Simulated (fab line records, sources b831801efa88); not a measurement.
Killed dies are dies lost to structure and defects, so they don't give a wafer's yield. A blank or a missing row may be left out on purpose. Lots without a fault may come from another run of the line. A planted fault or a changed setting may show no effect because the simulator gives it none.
One fault seen from 2 desks | flow gf180mcu | each desk has only its own numbers; what lay behind them comes last

THE METROLOGY DESK
What the gauges read, lot by lot, whatever tool the lot ran on: means of the sampled wafers that have a number. A lot is out of limits, marked OUT, if its mean lies more than 4 standard deviations from the usual mean; the brackets give that distance.
Columns: A = cd_nm at GF_M3_CD_MEAS_14, usual 279.9 nm; B = V3_BOW at GF_V3_BOW_MEAS_05, usual 116 um
lot  | first seen here | A     | B
L448 | day 21 11:09    | 278.8 | 114
L450 | day 22 18:41    | 280.8 | 121
L451 | day 22 21:19    | 278.9 | 124
L453 | day 23 17:06    | 279.7 | 116
L452 | day 23 20:14    | 281.0 | 117
L455 | day 24 04:52    | 280.2 | 117
L454 | day 24 05:48    | 280.0 | 107
L456 | day 24 11:46    | 281.0 | 117
L457 | day 25 02:39    | 280.4 | 114
L458 | day 25 05:33    | 280.2 | 117
L464 | day 27 01:50    | 280.6 | 121
L466 | day 27 16:06    | 279.5 | 125
L467 | day 27 21:28    | 278.6 | 111
L468 | day 28 07:08    | 278.2 | 118
L469 | day 28 15:08    | 279.4 | 106
This desk's finding: nothing out of limits on any of the 15 lots.

THE TOOL OWNER'S DESK: litho_track-02
The tool's own readings at GF_M4_PEB_12 (peb time 90 s): means of the sampled wafers that have a number, for each lot that ran on this tool. A lot is out of limits, marked OUT, if its mean lies more than 4 standard deviations from the usual mean; the brackets give that distance.
Columns: A = chill_plate_temp_C at GF_M4_PEB_12, usual 22.97 C; B = exhaust_pa at GF_M4_PEB_12, usual 45.0 Pa
lot  | first seen here | A     | B
L450 | day 24 17:44    | 22.95 | 45.4
L452 | day 25 17:50    | 22.88 | 45.5
L454 | day 26 02:56    | 22.91 | 44.7
L468 | day 29 23:56    | 23.16 | 45.3
L469 | day 30 07:59    | 23.01 | 45.8
This desk's finding: nothing out of limits on any of the 5 lots.

PUT TOGETHER
The metrology desk saw nothing out of limits.
The tool owner's desk saw nothing out of limits.

WHAT THE SIMULATOR HAD PUT IN
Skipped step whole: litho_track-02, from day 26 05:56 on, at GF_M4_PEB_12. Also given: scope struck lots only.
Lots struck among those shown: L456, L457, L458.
